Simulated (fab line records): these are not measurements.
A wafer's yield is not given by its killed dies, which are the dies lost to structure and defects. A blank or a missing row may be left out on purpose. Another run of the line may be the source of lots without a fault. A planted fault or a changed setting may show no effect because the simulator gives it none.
Problem report, 8D (eight disciplines) form, completed by code || flow gf180mcu || the parts of the form that need people (team, actions taken, sign-off) are left out

## 1. WHAT WENT WRONG
Across 2 wafers from 2 lots, V5_CVD_02_THK at GF_V5_THK_MEAS_03 averages 1536 nm, while fault-free wafers read 1445 nm with a standard deviation of 19. That puts it +4.8 standard deviations away from the usual mean.
First observed at day 31 04:58: wafer L799.1, on film metro-04. The record has a number at this step for 38 wafers belonging to 13 lots. By rule, "out" or "out of limits" means more than 4 standard deviations away from the usual mean. All remaining wafers that have a number are taken as sound.

## 2. WHAT IT IS AND WHAT IT IS NOT
{"question": "which readings at this step", "is": "V5_CVD_02_THK", "is not": "-"}
{"question": "which lots", "is": "L799, L801", "is not": "L783, L784, L787, L789, L790, L791, L794, L796, L797, L798, L806"}
{"question": "which wafers of those lots", "is": "L799.1, L801.2", "is not": "L799.5, L801.4, L801.6"}
{"question": "read on which gauges", "is": "film metro-03, film metro-04", "is not": "film metro-01"}
{"question": "when", "is": "from day 31 04:58", "is not": "up to then (31 sound wafers); but 5 sound wafers of L801, L806 came after"}

## 3. THE SUSPECTS, EACH WITH WHAT RULES IT OUT
Counting: any tool at a process step up to the reading remains a suspect provided it ran every lot that is out. Sound lots after the first of them don't rule it out here, since some wafers of a struck lot are sound.
- the gauge at GF_V5_THK_MEAS_03 has been ruled out. 2 gauges (film metro-03, film metro-04) read the wafers that are out.
- pecvd-03 at GF_V5_CVD_02 (deposits SiO2 from TEOS, target thk 1450 nm, time 163.28 s): kept. It processed each lot that is out (first: L799, day 31 04:52); up to then, its last sound lot is L797 (day 30 13:38).
After counting, what remains is pecvd-03 at GF_V5_CVD_02.

## 4. THE CAUSE (what the simulator had put in)
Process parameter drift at GF_V5_CVD_02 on pecvd-03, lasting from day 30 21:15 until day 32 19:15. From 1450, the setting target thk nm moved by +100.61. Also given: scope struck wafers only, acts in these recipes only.
Only this tool survived the counting.

## 5. SEQUENCE OF EFFECTS, ordered by route
Each row: a reading whose mean over the struck wafers that have a number lies more than 3 standard deviations from the usual. Scope: only readings with a usual standard deviation given in the record; hours: median across lots of the time from each lot's start at the first step in this table that gives one to its start at this step; sigmas: change in usual standard deviations.
{"hours": 0, "step": "GF_V5_THK_MEAS_03", "reading": "V5_CVD_02_THK", "usual": "1445 nm", "on struck wafers": 1536, "change": "+91", "sigmas": "+4.8"}

## 6. WHAT WOULD HAVE CAUGHT IT SOONER
The first out-of-limits reading at a measuring or inspecting step in this record came at day 31 04:58, 8 hours after the fault's start at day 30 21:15.
An alarm limit of 4 standard deviations would not have fired on the tool readings at GF_V5_CVD_02 for which the record gives a usual standard deviation, since none of them was out on any struck wafer.
Lots out: 2; of these, L801 started GF_V5_CVD_02 on pecvd-03 after day 31 04:58. A hold on the tool at that time would have spared it.
